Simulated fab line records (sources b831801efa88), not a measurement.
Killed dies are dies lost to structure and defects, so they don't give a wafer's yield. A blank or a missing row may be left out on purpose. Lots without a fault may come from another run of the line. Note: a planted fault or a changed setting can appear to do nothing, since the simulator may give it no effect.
Which tool is to blame? :: flow sfq line :: Sampling: 14 lots, 42 wafers, 2 of 325 route steps

WHAT THE GAUGES READ, wafer by wafer
SFQ_I2_BOW_MEAS_917.
lot: L649
measured: day 36 00:56
on: film metro-01
I2_BOW (um): -5 -6 2

lot: L651
measured: day 38 08:32
on: film metro-04
I2_BOW (um): 7 -6 2

lot: L653
measured: day 38 18:58
on: film metro-03
I2_BOW (um): 16 4 16

lot: L654
measured: day 38 21:56
on: film metro-03
I2_BOW (um): 2 -11 -1

lot: L657
measured: day 39 14:33
on: film metro-01
I2_BOW (um): 1 10 4

lot: L659
measured: day 40 02:47
on: film metro-04
I2_BOW (um): -3 3 11

lot: L660
measured: day 40 08:50
on: film metro-01
I2_BOW (um): 2 4 -5

lot: L663
measured: day 40 14:46
on: film metro-01
I2_BOW (um): 4 21 8

lot: L664
measured: day 40 17:47
on: film metro-03
I2_BOW (um): -9 -18 -8

lot: L667
measured: day 41 14:58
on: film metro-01
I2_BOW (um): -10 8 -2

lot: L668
measured: day 42 09:07
on: film metro-03
I2_BOW (um): 7 -6 6

lot: L669
measured: day 42 13:54
on: film metro-01
I2_BOW (um): 16 12 19

lot: L670
measured: day 42 19:57
on: film metro-03
I2_BOW (um): -2 11 10

lot: L672
measured: day 43 10:18
on: film metro-03
I2_BOW (um): 10 1 -1

EACH LOT AND THE TOOL THAT RAN IT (in order: tool; ch and the chambers of the sampled wafers; start)
lot: L649
SFQ_TRILAYER_I2_DEP_PECVD_063: pecvd-01 ch 0,1, day 34 14:04

lot: L651
SFQ_TRILAYER_I2_DEP_PECVD_063: pecvd-02 ch 0,1, day 36 22:13

lot: L653
SFQ_TRILAYER_I2_DEP_PECVD_063: pecvd-04 ch 0,1,2, day 37 11:57

lot: L654
SFQ_TRILAYER_I2_DEP_PECVD_063: pecvd-02 ch 0,2, day 37 16:45

lot: L657
SFQ_TRILAYER_I2_DEP_PECVD_063: pecvd-04 ch 0,2, day 38 18:14

lot: L659
SFQ_TRILAYER_I2_DEP_PECVD_063: pecvd-02 ch 0,2, day 39 05:10

lot: L660
SFQ_TRILAYER_I2_DEP_PECVD_063: pecvd-02 ch 0,1,2, day 39 14:19

lot: L663
SFQ_TRILAYER_I2_DEP_PECVD_063: pecvd-04 ch 1,2, day 39 22:41

lot: L664
SFQ_TRILAYER_I2_DEP_PECVD_063: pecvd-04 ch 1,2, day 40 04:43

lot: L667
SFQ_TRILAYER_I2_DEP_PECVD_063: pecvd-04 ch 1,2, day 41 11:53

lot: L668
SFQ_TRILAYER_I2_DEP_PECVD_063: pecvd-04 ch 1,2, day 42 06:01

lot: L669
SFQ_TRILAYER_I2_DEP_PECVD_063: pecvd-02 ch 0,2, day 42 10:49

lot: L670
SFQ_TRILAYER_I2_DEP_PECVD_063: pecvd-04 ch 0,2, day 42 16:49

lot: L672
SFQ_TRILAYER_I2_DEP_PECVD_063: pecvd-02 ch 1,2, day 43 07:13
- SFQ_TRILAYER_I2_DEP_PECVD_063: deposits SiO2 from SiH4/N2O, time 111.11 s, target thk 500 nm.

AS READ BY THE TOOLS THEMSELVES (means over the sampled wafers that have a number; for cases with no such wafer, the mark the record gives instead)
SFQ_TRILAYER_I2_DEP_PECVD_063.
lot: L649
tool: pecvd-01
heater power w (W): 75
susceptor temp C (C): 150.05
throttle valve pct (%): 24.7

lot: L651
tool: pecvd-02
heater power w (W): 97
susceptor temp C (C): 150.06
throttle valve pct (%): 24.1

lot: L653
tool: pecvd-04
heater power w (W): 74
susceptor temp C (C): 149.96
throttle valve pct (%): 23.5

lot: L654
tool: pecvd-02
heater power w (W): 86
susceptor temp C (C): 150.03
throttle valve pct (%): 25.0

lot: L657
tool: pecvd-04
heater power w (W): 75
susceptor temp C (C): 149.99
throttle valve pct (%): 22.6

lot: L659
tool: pecvd-02
heater power w (W): 90
susceptor temp C (C): 149.86
throttle valve pct (%): 25.0

lot: L660
tool: pecvd-02
heater power w (W): 88
susceptor temp C (C): 150.02
throttle valve pct (%): 24.3

lot: L663
tool: pecvd-04
heater power w (W): 77
susceptor temp C (C): 149.93
throttle valve pct (%): 23.8

lot: L664
tool: pecvd-04
heater power w (W): 76
susceptor temp C (C): 149.81
throttle valve pct (%): 23.8

lot: L667
tool: pecvd-04
heater power w (W): 81
susceptor temp C (C): 150.11
throttle valve pct (%): 24.4

lot: L668
tool: pecvd-04
heater power w (W): 80
susceptor temp C (C): 150.07
throttle valve pct (%): 24.0

lot: L669
tool: pecvd-02
heater power w (W): 83
susceptor temp C (C): 150.04
throttle valve pct (%): 23.0

lot: L670
tool: pecvd-04
heater power w (W): 76
susceptor temp C (C): 150.11
throttle valve pct (%): 23.2

lot: L672
tool: pecvd-02
heater power w (W): 73
susceptor temp C (C): 150.02
throttle valve pct (%): 22.2

THE ANSWER, worked out from the rows above alone
Rule: the lots themselves supply what counts as usual. The widest of any qualifying gaps counts: lots, ordered by their means at a reading, are off when they make up no more than a third of the lots, leave a main group of 4 or more, and stand apart from it by 3 or more times the standard deviation of that group's means. A main group is skipped when, at the precision printed for the reading in the tables above, its means are all equal. A lot without any number at a reading at which 4 lots or more have one is off too. Any other lot the step has rows for is counted as sound. After the gauges, taken in route order, come the tools' own readings; for these a lot's mean is taken, as printed above. At the first step where some lot is off, the reading lying furthest off is the one used; lots without a number count as furthest.
No lot is off on any of the readings shown, so nothing can be concluded from this.

WHAT HAD BEEN PUT IN BY THE SIMULATOR
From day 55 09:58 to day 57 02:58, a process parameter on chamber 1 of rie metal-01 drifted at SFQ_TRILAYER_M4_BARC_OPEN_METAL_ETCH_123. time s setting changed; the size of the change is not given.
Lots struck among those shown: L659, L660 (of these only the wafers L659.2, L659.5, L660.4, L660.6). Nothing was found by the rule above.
